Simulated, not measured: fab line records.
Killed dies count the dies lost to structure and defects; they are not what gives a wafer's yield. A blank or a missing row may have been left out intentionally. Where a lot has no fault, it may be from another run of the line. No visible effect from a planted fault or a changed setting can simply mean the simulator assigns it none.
Chamber matching + flow sky130 + SKY_FIELD_ISO_CMP_27 on cmp-02: 4 sister chambers
The step polishes, stops on Si3N4, t overpolish 16 s, target thk 457.8 nm. 18 wafers are shown with their chamber, then 9 later ones without.

WAFERS WITH THEIR CHAMBER
| wafer  | chamber | motor-current-A (A) | time-to-endpoint-s (s) | overpolish-run-s (s) |
|--------|---------|---------------------|------------------------|----------------------|
| L891.2 | 0       | 12.5                | 111                    | 15.985               |
| L891.3 | 1       | 11.9                | 108                    | 16.001               |
| L891.6 | 2       | 12.1                | 104                    | 16.003               |
| L892.3 | 1       | 12.2                | 111                    | 16.008               |
| L892.5 | 0       | 11.7                | 111                    | 16.009               |
| L892.6 | 1       | 11.8                | 115                    | 15.996               |
| L895.1 | 1       | 11.4                | 112                    | 16.015               |
| L895.3 | 2       | 12.2                | 109                    | 15.998               |
| L895.5 | 2       | 12.9                | 112                    | 16.004               |
| L903.1 | 0       | 11.3                | 111                    | 16.010               |
| L903.2 | 2       | 11.6                | 109                    | 16.010               |
| L903.3 | 3       | 12.1                | 109                    | 15.994               |
| L907.2 | 0       | 12.2                | 108                    | 15.993               |
| L907.5 | 3       | 12.4                | 107                    | 15.991               |
| L907.6 | 0       | 11.4                | 110                    | 16.009               |
| L908.1 | 3       | 12.3                | 109                    | 16.020               |
| L908.2 | 1       | 12.0                | 106                    | 16.007               |
| L908.4 | 0       | 11.6                | 109                    | 15.996               |

SIGNATURES (averages over the wafers above)
| reading            | chamber 0 | chamber 1 | chamber 2 | chamber 3 | scatter within a chamber |
|--------------------|-----------|-----------|-----------|-----------|--------------------------|
| motor-current-A    | 11.783    | 11.860    | 12.200    | 12.267    | 0.411                    |
| time-to-endpoint-s | 110.00    | 110.40    | 108.50    | 108.33    | 2.58                     |
| overpolish-run-s   | 16.00033  | 16.00540  | 16.00375  | 16.00167  | 0.00979                  |
Rule: for a wafer and a chamber, the distance is found by dividing, reading by reading, the gap between the wafer's reading and the chamber's mean by the reading's scatter, squaring, summing and taking the root. The wafer belongs to the nearest chamber; if the next one is less than 2 further off, it can't be placed. The scatter is the square root of a quotient: the sum, over the shown wafers, of each reading's squared deviation from its chamber's mean, divided by wafers minus chambers.

WAFERS WITH NO CHAMBER GIVEN
| wafer  | motor-current-A (A) | time-to-endpoint-s (s) | overpolish-run-s (s) |
|--------|---------------------|------------------------|----------------------|
| L910.3 | 11.5                | 111                    | 15.989               |
| L910.4 | 12.7                | 112                    | 15.990               |
| L910.5 | 12.3                | 110                    | 16.008               |
| L911.1 | 12.4                | 109                    | 15.994               |
| L911.2 | 12.1                | 107                    | 16.003               |
| L911.4 | 11.7                | 110                    | 16.014               |
| L912.4 | 11.7                | 116                    | 15.992               |
| L912.5 | 12.5                | 111                    | 16.002               |
| L912.6 | 12.2                | 109                    | 15.997               |

CHAMBER TAKEN BY EACH
| wafer  | from the rows above               | in truth |
|--------|-----------------------------------|----------|
| L910.3 | can't be placed: 0 or 1 or 2 or 3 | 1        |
| L910.4 | can't be placed: 3 or 2 or 0 or 1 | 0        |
| L910.5 | can't be placed: 2 or 3 or 1 or 0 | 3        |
| L911.1 | can't be placed: 3 or 2 or 0 or 1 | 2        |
| L911.2 | can't be placed: 2 or 3 or 0 or 1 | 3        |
| L911.4 | can't be placed: 1 or 0 or 2 or 3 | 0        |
| L912.4 | can't be placed: 0 or 1 or 2 or 3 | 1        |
| L912.5 | can't be placed: 3 or 2 or 1 or 0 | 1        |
| L912.6 | can't be placed: 3 or 2 or 0 or 1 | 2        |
Placed correctly: 0 of 9. These rows do not allow placing 9 (true chamber among the candidates in 9). Wrongly placed: 0.
